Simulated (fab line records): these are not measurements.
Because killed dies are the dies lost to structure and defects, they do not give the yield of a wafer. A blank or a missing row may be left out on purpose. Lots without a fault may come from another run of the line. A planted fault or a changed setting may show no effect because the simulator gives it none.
Which tool did it?	flow gf180mcu	42 wafers from 14 lots sampled at 3 of the route's 602 steps

WHAT EACH GAUGE READ, for each wafer
GF_V2_OVL_MEAS_15. Usual: for V2_OVL the level is -2 nm and the standard deviation is 4.8.
lot	measured	on	V2_OVL (nm)	flag
L631	day 20 17:48	overlay-02	0 -6 -13	
L632	day 21 06:41	overlay-01	-8 -3 -1	
L633	day 21 16:53	overlay-01	-1 -8 -2	
L635	day 22 04:50	overlay-01	-3 -4 -6	
L637	day 22 23:48	overlay-02	-12 -4 -8	
L639	day 23 12:49	overlay-02	-7 -3 -3	
L647	day 26 10:32	overlay-02	-6 -3 -6	
L648	day 26 15:22	overlay-01	10 8 -2	
L649	day 26 21:04	overlay-02	-3 -11 -7	
L650	day 27 05:13	overlay-01	4 -2 -5	
L651	day 27 11:05	overlay-01	-7 -4 -6	
L653	day 28 03:58	overlay-02	-3 -3 -1	

WHICH TOOL RAN EACH LOT (tool, then ch and the chambers of the sampled wafers, then the start)
lot	GF_HV_LDD_EXPOSE_04	GF_SALICIDE_RTA_08
L631	ilineStepper-01 ch 0, day 10 01:12	rtpAnneal-01 ch 0, day 15 13:40
L632	ilineStepper-02 ch 0, day 10 09:56	rtpAnneal-01 ch 0, day 16 01:57
L633	ilineStepper-02 ch 0, day 10 16:40	rtpAnneal-01 ch 0, day 16 10:57
L635	ilineStepper-01 ch 0, day 11 02:15	rtpAnneal-01 ch 0, day 16 23:24
L637	ilineStepper-02 ch 0, day 11 16:39	rtpAnneal-01 ch 0, day 17 16:36
L639	ilineStepper-01 ch 0, day 12 05:58	rtpAnneal-02 ch 0, day 18 07:29
L642	ilineStepper-01, day 13 03:20	-
L643	ilineStepper-02, day 13 14:22	-
L647	ilineStepper-02 ch 0, day 14 21:21	rtpAnneal-01 ch 0, day 21 10:49
L648	ilineStepper-02 ch 0, day 15 05:05	rtpAnneal-01 ch 0, day 21 18:59
L649	ilineStepper-01 ch 0, day 15 09:20	rtpAnneal-02 ch 0, day 22 00:29
L650	ilineStepper-01 ch 0, day 15 18:34	rtpAnneal-01 ch 0, day 22 09:41
L651	ilineStepper-02 ch 0, day 15 21:19	rtpAnneal-02 ch 0, day 22 14:06
L653	ilineStepper-02 ch 0, day 16 22:19	rtpAnneal-02 ch 0, day 23 13:09
- GF_HV_LDD_EXPOSE_04: exposes mask Nplus LV AREA, target cd 400 nm.
- GF_SALICIDE_RTA_08: time 30 s.

WHAT THE TOOLS THEMSELVES READ (means of the sampled wafers that have a number; where no wafer has one, the mark that the record gives instead)
GF_HV_LDD_EXPOSE_04. Usual: exposureDoseMJCm2 139.97, standard deviation 0.14; focusOffsetNm 0.0 nm, standard deviation 0.55.
lot	tool	exposureDoseMJCm2	focusOffsetNm (nm)	flag
L631	ilineStepper-01	140.01	0.1	
L632	ilineStepper-02	140.01	0.0	
L633	ilineStepper-02	139.86	0.7	
L635	ilineStepper-01	139.88	0.7	
L637	ilineStepper-02	139.90	0.3	
L639	ilineStepper-01	140.05	0.6	
L642	ilineStepper-01	-	-	OFF
L643	ilineStepper-02	-	-	OFF
L647	ilineStepper-02	139.77	-0.4	
L648	ilineStepper-02	140.00	0.2	
L649	ilineStepper-01	140.05	0.5	
L650	ilineStepper-01	139.94	-0.5	
L651	ilineStepper-02	139.87	-0.0	
L653	ilineStepper-02	139.77	0.6	

GF_SALICIDE_RTA_08. Usual: lampPowerPct 15.9 %, standard deviation 0.84; wafer_temp_C_max 802.6, standard deviation 0.59.
lot	tool	lampPowerPct (%)	wafer_temp_C_max	flag
L631	rtpAnneal-01	15.3	802.4	
L632	rtpAnneal-01	15.3	802.5	
L633	rtpAnneal-01	15.3	802.6	
L635	rtpAnneal-01	15.3	802.6	
L637	rtpAnneal-01	15.3	802.2	
L639	rtpAnneal-02	17.0	802.6	
L647	rtpAnneal-01	15.3	802.9	
L648	rtpAnneal-01	15.3	802.6	
L649	rtpAnneal-02	17.0	802.3	
L650	rtpAnneal-01	15.3	803.1	
L651	rtpAnneal-02	17.0	802.4	
L653	rtpAnneal-02	17.0	802.6	

THE ANSWER, worked out from the rows above alone
Rule: a lot is off if the mean of its wafers that have a number lies more than 3 standard deviations from the usual mean. A lot without any number at a reading at which 4 lots or more have one is off too. Where the step has rows for the other lots, those lots are counted as sound. Order of review: gauges by route order, followed by the tools' own readings, for which a lot's mean as printed above is used. The first step at which some lot is off is used, and at that step the reading that is off furthest; a lot without a number counts as furthest.
Off: L642, L643, at GF_HV_LDD_EXPOSE_04 (exposureDoseMJCm2). Without a number there: L642, L643.
A tool fits if, at that step or a process step before it, it ran every lot that is off, and no sound lot after the first of them. Of those tried, none fits.

WHAT THE SIMULATOR HAD INSERTED
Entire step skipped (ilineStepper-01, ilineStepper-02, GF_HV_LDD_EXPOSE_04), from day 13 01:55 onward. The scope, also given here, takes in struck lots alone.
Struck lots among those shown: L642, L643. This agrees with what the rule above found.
